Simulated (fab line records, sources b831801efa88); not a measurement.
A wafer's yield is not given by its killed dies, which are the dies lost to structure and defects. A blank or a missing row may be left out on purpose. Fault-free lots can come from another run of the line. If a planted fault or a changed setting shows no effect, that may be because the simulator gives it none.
fab line records	flow sky130
[record] lots = 6	wafers = 16	lastDay = 49
route steps=708 shown DNWELL@37 PWDE@45 NWELL@56 PAD_OPEN@708
lots with no fault: from the same line, run without faults
startH: hours from the record's opening day to when the first of the lot's shown wafers began	waitH: hours since the lot's step before	" the same as in the row above	L1.1+2: a single row standing in for several wafers	- no value present, or no start provided	* or withheld: withheld	< > ~ a bound
route shown NAME@n: a module of which the file shows steps, and the number in the route of the first	usual: mean and standard deviation over wafers with no fault	same: alike in all rows	chamber/n: place in a boat	sites: per-site readings	_std_site: the standard deviation of these	_edge_site: outer sites' mean less inner sites'	radiusMm: for every site, how far away it sits from the centre of the wafer	mask NAME#n: copy n	behind: the tool/chamber that last shaped the wafer	hold: why the lot was held/for how many hours/how that ended	device: names the non-switching transistor (n, p or np)	end of line: the same wafers' tests at the end of the route	a step given without rows: its recipe and nothing more	killed: the dies lost at the first sort to structure and to defects; this is not the yield of the wafer	map: shows each die of a wafer: x if killed, . if not, _ if none is there
set.NAME: the setting that was run; set.NAME@STEP: the one run at that earlier step	model.NAME: the simulator's own value behind a step, which no gauge read
lots at some steps of the route; a table a step, a row a wafer
services: when a tool's chamber went out of use (startH, in hours from the record's first day, below 0 if earlier), for how many hours, and the reason
[[steps]]
[step SKY_DNWELL_COAT_02]
[recipe] spinRpm = 2000	resistThkNm = 3000
[step SKY_DNWELL_SOFTBAKE_03]
[recipe] tempC = 110	timeS = withheld
[step SKY_DNWELL_EXPOSE_04]
[recipe] maskId = DNM	na = 0.57	targetCdNm = 3000	doseMj = 222
[step SKY_DNWELL_PEB_05]
[recipe] tempC = 115	timeS = withheld
[step SKY_DNWELL_DEVELOP_06]
[recipe] wallAngleDeg = 90	developer = TMAH	developTimeS = 60	devTempC = 23
[step SKY_DNWELL_IMPLANT_07]
[recipe] species = P	energyKev = withheld	doseCm2 = withheld	tiltDeg = withheld
[step SKY_DNWELL_STRIP_08]
[recipe] chemistry = O2/N2	powerW = 1400	pressureMtorr = 1500	platenTempC = withheld	o2FlowSccm = 3000	n2FlowSccm = 300	overashFraction = 0.5
[usual] drypumpMotorCurrentA = 5.5/0.48	oesProductAu = 0.723/0.004	stripTimeToEndpointS = 36.86/0.099
lot.wafer	tool	chamber	startH	waitH	drypumpMotorCurrentA	oesProductAu	rfHoursCounterH	stripTimeToEndpointS
L965.1	plasmaAsher-03	1	67.67	0.1	4.8	0.719	39	37.05
L965.2	"	0	"	"	5.3	0.724	39	37.07
L965.6	"	0	"	"	5.3	0.719	-	37.04
L967.1	plasmaAsher-01	1	78.09	0.1	5.5	0.727	39	37.02
L967.3	"	1	"	"	5.5	0.727	-	37.00
L967.4	"	0	"	"	5.1	0.722	-	37.02
L969.2	plasmaAsher-01	0	90.07	0.1	5.1	0.728	40	36.78
L969.3	"	0	"	"	5.1	0.720	-	36.94
L969.4	"	1	"	"	5.4	0.727	-	36.92
L973.1	plasmaAsher-04	1	117.04	0.1	6.2	0.727	43	36.81
L973.2	"	0	"	"	5.9	0.725	43	36.81
L973.6	"	0	"	"	5.9	0.723	-	36.82
L975.1	plasmaAsher-04	1	124.89	0.1	6.2	0.722	44	37.05
L975.4	"	0	"	"	5.8	0.722	-	36.93
L978.2	plasmaAsher-01	0	144.28	0.1	5.1	0.720	46	36.73
L978.3	"	0	"	"	5.1	0.726	-	36.89
[step SKY_DNWELL_TW_MEAS_09]
[usual] DNWELL_TW = 1116/5.7
lot.wafer	tool	chamber	startH	waitH	DNWELL_TW
L965.1	filmMetro-03	-	67.77	0.1	1118
L965.2	"	-	"	"	1113
L965.6	"	-	"	"	1122
L967.1	filmMetro-03	-	78.19	0.1	1116
L967.3	"	-	"	"	1120
L967.4	"	-	"	"	1117
L969.2	filmMetro-02	-	90.18	0.1	1121
L969.3	"	-	"	"	1119
L969.4	"	-	"	"	1121
L973.1	filmMetro-03	-	117.14	0.1	1112
L973.2	"	-	"	"	1115
L973.6	"	-	"	"	1112
L975.1	filmMetro-03	-	124.99	0.1	1118
L975.4	"	-	"	"	1117
L978.2	filmMetro-01	-	144.39	0.1	1123
L978.3	"	-	"	"	1122
[step SKY_PWDE_DEHYDRATE_00]
[recipe] tempC = 200	timeS = 60
[step SKY_PWDE_HMDS_01]
[recipe] primeTimeS = 60	primeTempC = 120
[step SKY_PWDE_COAT_02]
[recipe] spinRpm = 2000	resistThkNm = 3000
[step SKY_PWDE_SOFTBAKE_03]
[recipe] tempC = 110	timeS = withheld
[step SKY_PWDE_EXPOSE_04]
[recipe] maskId = PWDEM	na = 0.6	sourceShape = conventional	sigmaOuter = 0.6	polarization = unpolarized	targetCdNm = 840	doseMj = 214
lot.wafer	tool	chamber	startH	waitH	mask
L965.1+2+6	ilineStepper-01	0	76.23	-	PWDEM#0
L967.1+3+4	ilineStepper-02	0	86.87	-	PWDEM#0
L969.2+3+4	ilineStepper-01	0	98.84	-	PWDEM#0
L973.1+2+6	ilineStepper-01	0	126.21	-	PWDEM#0
L975.1+4	ilineStepper-01	0	134.50	-	PWDEM#0
L978.2+3	ilineStepper-01	0	154.21	-	PWDEM#0
[step SKY_PWDE_PEB_05]
[recipe] tempC = 115	timeS = withheld
[step SKY_PWDE_DEVELOP_06]
[recipe] wallAngleDeg = 90	developer = TMAH	developTimeS = 60	devTempC = 23
[step SKY_PWDE_OVL_MEAS_07]
[usual] PWDE_OVL = -0.3/1.5
lot.wafer	tool	chamber	startH	waitH	PWDE_OVL[nm]
L965.1	overlay-02	-	84.82	-	-1.2
L965.2	"	-	"	"	-1.8
L965.6	"	-	"	"	0.6
L967.1	overlay-01	-	95.32	-	-0.1
L967.3	"	-	"	"	0.0
L967.4	"	-	"	"	-0.4
L969.2	overlay-01	-	106.48	-	-0.1
L969.3	"	-	"	"	-2.1
L969.4	"	-	"	"	-0.8
L973.1	overlay-01	-	136.01	-	-1.9
L973.2	"	-	"	"	-1.7
L973.6	"	-	"	"	-2.3
L975.1	overlay-01	-	143.92	-	-1.4
L975.4	"	-	"	"	-0.6
L978.2	overlay-01	-	163.81	-	-3.1
L978.3	"	-	"	"	-2.6
[step SKY_PWDE_IMPLANT_08]
[recipe] species = B	energyKev = 150	doseCm2 = 3.6e+12	tiltDeg = withheld
[step SKY_PWDE_STRIP_09]
[recipe] chemistry = O2/N2	powerW = 1400	pressureMtorr = 1500	platenTempC = withheld	o2FlowSccm = 3000	n2FlowSccm = 300	overashFraction = 0.5
[usual] drypumpMotorCurrentA = 5.7/0.43	oesProductAu = 0.723/0.0045	stripTimeToEndpointS = 36.94/0.11
lot.wafer	tool	chamber	startH	waitH	drypumpMotorCurrentA	oesProductAu	rfHoursCounterH	stripTimeToEndpointS
L965.1	plasmaAsher-02	1	85.01	0.1	5.8	0.718	27	36.84
L965.2	"	0	"	"	5.7	0.725	27	36.84
L965.6	"	1	"	"	5.8	0.722	-	37.03
L967.1	plasmaAsher-03	1	95.50	0.1	4.8	0.712	42	37.06
L967.3	"	1	"	"	4.9	0.733	-	37.07
L967.4	"	0	"	"	5.3	0.720	-	37.05
L969.2	plasmaAsher-04	1	106.66	0.1	6.3	0.726	42	37.02
L969.3	"	0	"	"	5.9	0.720	-	37.13
L969.4	"	1	"	"	6.2	0.720	-	36.99
L973.1	plasmaAsher-02	1	136.19	0.1	5.8	0.716	32	36.81
L973.2	"	0	"	"	5.7	0.722	32	36.79
L973.6	"	0	"	"	5.7	0.722	-	36.75
L975.1	plasmaAsher-02	0	144.11	0.1	5.7	0.726	33	36.99
L975.4	"	0	"	"	5.7	0.729	-	36.98
L978.2	plasmaAsher-03	1	163.99	0.1	4.8	0.719	5	36.76
L978.3	"	0	"	"	5.3	0.732	-	36.80
[step SKY_PWDE_TW_MEAS_10]
[usual] PWDE_TW = 375.2/2
lot.wafer	tool	chamber	startH	waitH	PWDE_TW
L965.1	filmMetro-02	-	85.11	0.1	374.2
L965.2	"	-	"	"	378.0
L965.6	"	-	"	"	374.2
L967.1	filmMetro-02	-	95.60	0.1	376.0
L967.3	"	-	"	"	375.2
L967.4	"	-	"	"	374.8
L969.2	filmMetro-02	-	106.77	0.1	373.4
L969.3	"	-	"	"	373.6
L969.4	"	-	"	"	373.6
L973.1	filmMetro-01	-	136.29	0.1	375.3
L973.2	"	-	"	"	377.1
L973.6	"	-	"	"	375.5
L975.1	filmMetro-02	-	144.21	0.1	374.3
L975.4	"	-	"	"	370.5
L978.2	filmMetro-01	-	164.10	0.1	375.2
L978.3	"	-	"	"	375.3
[step SKY_NWELL_DEHYDRATE_03]
[recipe] tempC = 200	timeS = 60
[step SKY_NWELL_HMDS_04]
[recipe] primeTimeS = 60	primeTempC = 120
[step SKY_NWELL_COAT_05]
[recipe] spinRpm = 2000	resistThkNm = 3000
[step SKY_NWELL_SOFTBAKE_06]
[recipe] tempC = 110	timeS = withheld
[step SKY_NWELL_EXPOSE_07]
[recipe] maskId = NWM	na = 0.6	sourceShape = conventional	sigmaOuter = 0.6	polarization = unpolarized	targetCdNm = 840	doseMj = 255
[step SKY_NWELL_PEB_08]
[recipe] tempC = 115	timeS = withheld
[step SKY_NWELL_DEVELOP_09]
[recipe] wallAngleDeg = 90	developer = TMAH	developTimeS = 60	devTempC = 23
[step SKY_NWELL_OVL_MEAS_10]
[usual] NWELL_00_OVL = 0.4/1.6
lot.wafer	tool	chamber	startH	waitH	NWELL_00_OVL[nm]
L965.1	overlay-02	-	101.76	-	0.2
L965.2	"	-	"	"	1.1
L965.6	"	-	"	"	1.9
L967.1	overlay-02	-	112.72	-	2.2
L967.3	"	-	"	"	2.3
L967.4	"	-	"	"	0.3
L969.2	overlay-01	-	125.38	-	1.4
L969.3	"	-	"	"	1.2
L969.4	"	-	"	"	0.9
L973.1	overlay-02	-	155.22	-	-1.9
L973.2	"	-	"	"	-2.9
L973.6	"	-	"	"	-2.3
L975.1	overlay-01	-	163.68	-	-1.1
L975.4	"	-	"	"	-2.9
L978.2	overlay-02	-	184.61	-	0.7
L978.3	"	-	"	"	1.9
[step SKY_NWELL_IMPLANT_11]
[recipe] species = P	energyKev = 400	doseCm2 = 1.9e+13	tiltDeg = withheld
[step SKY_NWELL_IMPLANT_12]
[recipe] species = P	energyKev = 120	doseCm2 = 1.3e+12	tiltDeg = withheld
[step SKY_NWELL_IMPLANT_13]
[recipe] species = P	energyKev = 50	doseCm2 = 7e+11	tiltDeg = withheld
[step SKY_NWELL_STRIP_14]
[recipe] chemistry = O2/N2	powerW = 1400	pressureMtorr = 1500	platenTempC = withheld	o2FlowSccm = 3000	n2FlowSccm = 300	overashFraction = 0.5
[usual] drypumpMotorCurrentA = 5.7/0.34	oesProductAu = 0.722/0.0046	stripTimeToEndpointS = 36.88/0.11
lot.wafer	tool	chamber	startH	waitH	drypumpMotorCurrentA	oesProductAu	rfHoursCounterH	stripTimeToEndpointS
L965.1	plasmaAsher-01	0	102.24	0.1	5.1	0.720	41	36.76
L965.2	"	1	"	"	5.4	0.721	41	36.69
L965.6	"	1	"	"	5.4	0.719	-	36.88
L967.1	plasmaAsher-02	0	113.21	0.1	5.7	0.725	30	37.00
L967.3	"	0	"	"	5.7	0.728	-	37.05
L967.4	"	1	"	"	5.8	0.718	-	36.99
L969.2	plasmaAsher-04	1	125.86	0.1	6.2	0.718	44	36.60
L969.3	"	0	"	"	5.9	0.729	-	36.64
L969.4	"	1	"	"	6.2	0.717	-	36.72
L973.1	plasmaAsher-01	1	155.71	0.1	5.4	0.728	47	36.83
L973.2	"	0	"	"	5.1	0.718	47	36.72
L973.6	"	1	"	"	5.5	0.728	-	36.87
L975.1	plasmaAsher-04	0	164.17	0.1	5.8	0.715	48	36.81
L975.4	"	0	"	"	5.8	0.722	-	36.69
L978.2	plasmaAsher-04	1	185.09	0.1	6.3	0.725	50	36.92
L978.3	"	0	"	"	5.8	0.728	-	36.86
[step SKY_NWELL_TW_MEAS_15]
[usual] NWELL_TW = 1825/12
lot.wafer	tool	chamber	startH	waitH	NWELL_TW
L965.1	filmMetro-01	-	102.34	0.1	1830
L965.2	"	-	"	"	1835
L965.6	"	-	"	"	1838
L967.1	filmMetro-02	-	113.31	0.1	1821
L967.3	"	-	"	"	1816
L967.4	"	-	"	"	1812
L969.2	filmMetro-01	-	125.97	0.1	1826
L969.3	"	-	"	"	1825
L969.4	"	-	"	"	1832
L973.1	filmMetro-01	-	155.81	0.1	1831
L973.2	"	-	"	"	1836
L973.6	"	-	"	"	1839
L975.1	filmMetro-03	-	164.27	0.1	1819
L975.4	"	-	"	"	1812
L978.2	filmMetro-03	-	185.20	0.1	1821
L978.3	"	-	"	"	1826
[step SKY_NWELL_DEHYDRATE_16]
[recipe] tempC = 200	timeS = 60
[step SKY_NWELL_HMDS_17]
[recipe] primeTimeS = 60	primeTempC = 120
[step SKY_NWELL_COAT_18]
[recipe] spinRpm = 2000	resistThkNm = 3000
[step SKY_NWELL_SOFTBAKE_19]
[recipe] tempC = 110	timeS = withheld
[step SKY_NWELL_EXPOSE_20]
[recipe] maskId = NWM_COMPLEMENT	na = 0.6	sourceShape = conventional	sigmaOuter = 0.6	polarization = unpolarized	targetCdNm = 840	doseMj = 260
[step SKY_NWELL_PEB_21]
[recipe] tempC = 115	timeS = withheld
[step SKY_NWELL_DEVELOP_22]
[recipe] wallAngleDeg = 90	developer = TMAH	developTimeS = 60	devTempC = 23
[step SKY_NWELL_OVL_MEAS_23]
[usual] NWELL_01_OVL = -0.7/1.2
lot.wafer	tool	chamber	startH	waitH	NWELL_01_OVL[nm]
L965.1	overlay-02	-	119.99	-	-0.9
L965.2	"	-	"	"	-0.7
L965.6	"	-	"	"	-0.6
L967.1	overlay-02	-	131.87	-	-3.0
L967.3	"	-	"	"	-1.8
L967.4	"	-	"	"	-1.6
L969.2	overlay-02	-	145.29	-	-0.4
L969.3	"	-	"	"	0.4
L969.4	"	-	"	"	0.4
L973.1	overlay-02	-	176.21	-	-0.1
L973.2	"	-	"	"	0.0
L973.6	"	-	"	"	0.8
L975.1	overlay-02	-	184.93	-	-0.4
L975.4	"	-	"	"	-1.4
L978.2	overlay-02	-	206.76	-	1.2
L978.3	"	-	"	"	0.4
[step SKY_NWELL_IMPLANT_24]
[recipe] species = B	energyKev = 140	doseCm2 = 9.2e+12	tiltDeg = withheld
[step SKY_NWELL_STRIP_25]
[recipe] chemistry = O2/N2	powerW = 1400	pressureMtorr = 1500	platenTempC = withheld	o2FlowSccm = 3000	n2FlowSccm = 300	overashFraction = 0.5
[usual] drypumpMotorCurrentA = 5.6/0.42	oesProductAu = 0.723/0.0051	stripTimeToEndpointS = 36.91/0.11
lot.wafer	tool	chamber	startH	waitH	drypumpMotorCurrentA	oesProductAu	rfHoursCounterH	stripTimeToEndpointS
L965.1	plasmaAsher-04	1	120.17	0.1	6.3	0.722	43	36.68
L965.2	"	0	"	"	5.9	0.722	43	36.59
L965.6	"	1	"	"	6.2	0.724	-	36.64
L967.1	plasmaAsher-04	0	132.06	0.1	5.8	0.719	44	36.92
L967.3	"	0	"	"	5.9	0.730	-	36.97
L967.4	"	1	"	"	6.3	0.717	-	36.87
L969.2	plasmaAsher-01	1	145.47	0.1	5.4	0.721	46	36.94
L969.3	"	1	"	"	5.4	0.719	-	36.88
L969.4	"	0	"	"	5.1	0.719	-	37.01
L973.1	plasmaAsher-01	0	176.39	0.1	5.1	0.732	49	36.86
L973.2	"	1	"	"	5.4	0.725	49	36.89
L973.6	"	1	"	"	5.4	0.732	-	36.92
L975.1	plasmaAsher-01	0	185.12	0.1	5.1	0.725	50	36.76
L975.4	"	1	"	"	5.4	0.724	-	36.83
L978.2	plasmaAsher-01	1	206.94	0.1	5.5	0.728	52	36.82
L978.3	"	1	"	"	5.5	0.730	-	36.89
[step SKY_PAD_OPEN_PROBE_99]
[usual] killed_at_M0_to_M3 = 44/6.5	killed_at_M4_up = 3.3/1.7	killedAtContacts = 25/5.3	killedAtFrontEnd = 15/5	killedAtOther = 0.2/0.47	killedDies = 87/9.9	killedOpen = 47/8	killedShort = 39/6.1
[same] grossDies = 492	killedAtBackSide = 0
lot.wafer	tool	chamber	startH	waitH	killed_at_M0_to_M3	killed_at_M4_up	killedAtContacts	killedAtFrontEnd	killedAtOther	killedDies	killedOpen	killedShort	model.etest.res_p_drift_20v.widthNm
L965.1	prober-02	-	1092.48	0.1	34	2	23	16	1	76	42	34	846.9
L965.2	prober-02	-	1092.53	0.1	43	7	22	11	0	83	46	37	838.9
L965.6	prober-02	-	1092.73	0.2	49	2	26	21	0	98	56	42	838.4
L967.1	prober-02	-	1105.78	0.1	44	4	22	17	0	87	45	42	833.7
L967.3	prober-02	-	1105.88	0.2	46	3	27	18	1	95	52	43	828.8
L967.4	prober-02	-	1105.93	0.2	56	5	19	23	0	103	57	46	833.4
L969.3	prober-02	-	1116.51	0.2	52	6	37	18	0	113	73	40	828.7
L969.4	prober-02	-	1116.56	0.2	57	5	32	18	0	112	51	61	829
L973.1	prober-02	-	1147.82	0.1	59	4	25	15	0	103	53	50	824.6
L973.2	prober-02	-	1147.87	0.1	38	2	31	19	0	90	45	45	826.6
L973.6	prober-02	-	1148.07	0.2	41	2	18	11	0	72	40	32	829.6
L975.1	prober-02	-	1154.23	0.1	41	2	28	13	0	84	34	50	838.2
L975.4	prober-02	-	1154.38	0.2	49	4	24	31	0	108	54	43	944.6
L978.2	prober-02	-	1173.70	0.1	41	4	16	21	0	82	42	34	944
L978.3	prober-02	-	1173.75	0.2	42	6	26	19	1	94	61	33	841.8
// killed by level:class
L965.1 LI_CONTACT:geometricParticle:open=10 METAL1:geometricParticle:short=8 CONTACT:geometricParticle:open=6 VIA1:geometricParticle:open=5 VIA1:geometricParticle:short=5 CONTACT:geometricParticle:short=4 VIA2:geometricParticle:short=4 FIELD_ISO:geometricParticle:open=3
L965.2 VIA1:geometricParticle:open=9 CONTACT:geometricParticle:open=6 VIA2:geometricParticle:open=6 LI_CONTACT:geometricParticle:open=5 VIA3:geometricParticle:short=4 CONTACT:geometricParticle:short=4 METAL1:geometricParticle:short=4 METAL2:geometricParticle:short=4
L965.6 VIA1:geometricParticle:open=10 FIELD_ISO:geometricParticle:open=9 VIA2:geometricParticle:open=9 VIA3:geometricParticle:open=8 CONTACT:geometricParticle:short=7 CONTACT:geometricParticle:open=7 VIA3:geometricParticle:short=6 LI_CONTACT:geometricParticle:open=5
L967.1 VIA1:geometricParticle:open=10 CONTACT:geometricParticle:open=7 VIA3:geometricParticle:open=7 VIA2:geometricParticle:open=6 POLY_GATE:geometricParticle:short=5 LI_CONTACT:geometricParticle:open=5 METAL2:geometricParticle:short=5 POLY_GATE:geometricParticle:open=4
L967.3 VIA1:geometricParticle:open=16 LOCAL_INTERCONNECT:geometricParticle:short=8 CONTACT:geometricParticle:open=8 VIA3:geometricParticle:open=8 POLY_GATE:geometricParticle:open=5 VIA1:geometricParticle:short=5 METAL2:geometricParticle:short=5 METAL3:geometricParticle:short=5
L967.4 VIA1:geometricParticle:open=20 CONTACT:geometricParticle:open=9 POLY_GATE:geometricParticle:short=6 VIA3:geometricParticle:open=6 VIA1:geometricParticle:short=6 VIA2:geometricParticle:open=6 FIELD_ISO:geometricParticle:short=5 VIA2:geometricParticle:short=5
L969.3 CONTACT:geometricParticle:open=16 VIA1:geometricParticle:open=12 LI_CONTACT:geometricParticle:open=11 VIA3:geometricParticle:open=9 VIA1:geometricParticle:short=8 METAL1:geometricParticle:short=8 CONTACT:geometricParticle:short=5 VIA2:geometricParticle:open=5
L969.4 CONTACT:geometricParticle:open=10 CONTACT:geometricParticle:short=9 VIA1:geometricParticle:short=9 VIA1:geometricParticle:open=8 VIA3:geometricParticle:short=8 LI_CONTACT:geometricParticle:open=7 VIA2:geometricParticle:open=7 FIELD_ISO:geometricParticle:open=6
L973.1 LI_CONTACT:geometricParticle:open=10 VIA3:geometricParticle:open=8 METAL2:geometricParticle:short=7 CONTACT:geometricParticle:open=7 VIA1:geometricParticle:open=7 VIA2:geometricParticle:short=6 METAL1:geometricParticle:short=5 VIA1:geometricParticle:short=5
L973.2 VIA1:geometricParticle:open=12 LI_CONTACT:geometricParticle:open=9 FIELD_ISO:geometricParticle:short=6 LI_CONTACT:geometricParticle:short=6 CONTACT:geometricParticle:open=6 VIA2:geometricParticle:open=6 CONTACT:geometricParticle:short=5 POLY_GATE:geometricParticle:short=4
L973.6 CONTACT:geometricParticle:open=8 VIA1:geometricParticle:open=8 VIA2:geometricParticle:open=6 CONTACT:geometricParticle:short=5 METAL2:geometricParticle:short=5 VIA3:geometricParticle:open=5 POLY_GATE:geometricParticle:short=4 FIELD_ISO:geometricParticle:open=3
L975.1 METAL1:geometricParticle:short=12 LI_CONTACT:geometricParticle:open=10 CONTACT:geometricParticle:open=9 VIA1:geometricParticle:open=7 FIELD_ISO:geometricParticle:short=5 POLY_GATE:geometricParticle:short=5 CONTACT:geometricParticle:short=5 VIA1:geometricParticle:short=5
L975.4 PWDE:areaExpose=11 VIA1:geometricParticle:open=10 CONTACT:geometricParticle:open=9 VIA3:geometricParticle:open=9 VIA1:geometricParticle:short=8 METAL2:geometricParticle:short=6 FIELD_ISO:geometricParticle:open=5 LOCAL_INTERCONNECT:geometricParticle:short=5
L978.2 VIA1:geometricParticle:open=12 METAL1:geometricParticle:short=9 FIELD_ISO:geometricParticle:open=7 VIA2:geometricParticle:open=7 PWDE:areaExpose=6 CONTACT:geometricParticle:open=5 FIELD_ISO:geometricParticle:short=3 LI_CONTACT:geometricParticle:open=3
L978.3 CONTACT:geometricParticle:open=12 FIELD_ISO:geometricParticle:open=10 VIA1:geometricParticle:open=9 VIA2:geometricParticle:open=9 LI_CONTACT:geometricParticle:open=5 METAL1:geometricParticle:open=5 VIA3:geometricParticle:open=5 METAL4:geometricParticle:short=5
[[services]]
tool	chamber	startH	hours	kind
plasmaAsher-01	-	48.37	2.8	pm
plasmaAsher-01	-	86.17	3.5	repair
ilineStepper-02	-	92.88	2.1	pm
ilineStepper-02	-	94.96	-	consumableReplace:lamp
plasmaAsher-03	-	95.94	0.7	repair
ilineStepper-02	-	99.42	3.7	repair
plasmaAsher-03	-	108.75	9.0	pm
plasmaAsher-03	0	108.75	9.0	ventCycle
plasmaAsher-03	1	108.75	9.0	ventCycle
plasmaAsher-03	0	117.75	-	clean
plasmaAsher-03	1	117.75	-	clean
ilineStepper-01	-	144.33	2.1	pm
ilineStepper-01	-	146.41	-	consumableReplace:lamp
plasmaAsher-02	-	148.94	16.0	pm
plasmaAsher-02	-	171.47	1.2	repair
ilineStepper-01	-	184.76	4.4	pm
[[key]]
firstSign none at tools or gauges
[modelEffect] step = SKY_PAD_OPEN_PROBE_99	value = etest.res_p_drift_20v.widthNm	without = 849.2	struck = 944.3
metAt SKY_PWDE_EXPOSE_04
struckWafers L975.4,L978.2
testerLeftOut L975,L978
onsetBetween 126.21 134.50
[fault] kind = processParameterDrift	tool = ilineStepper-01	chamber = -	onsetH = 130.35	steps = SKY_PWDE_EXPOSE_04	channel = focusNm	offset = 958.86	shape = step	endH = 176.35	scope = struckWafersOnly
// testerLeftOut: of these lots the tester's yield and bins aren't shown, on N5 and GAA mostly nor the transistor test; their killed dies are dies lost to structure and defects alone, not to doping, threshold or leakage, so they don't give the yield
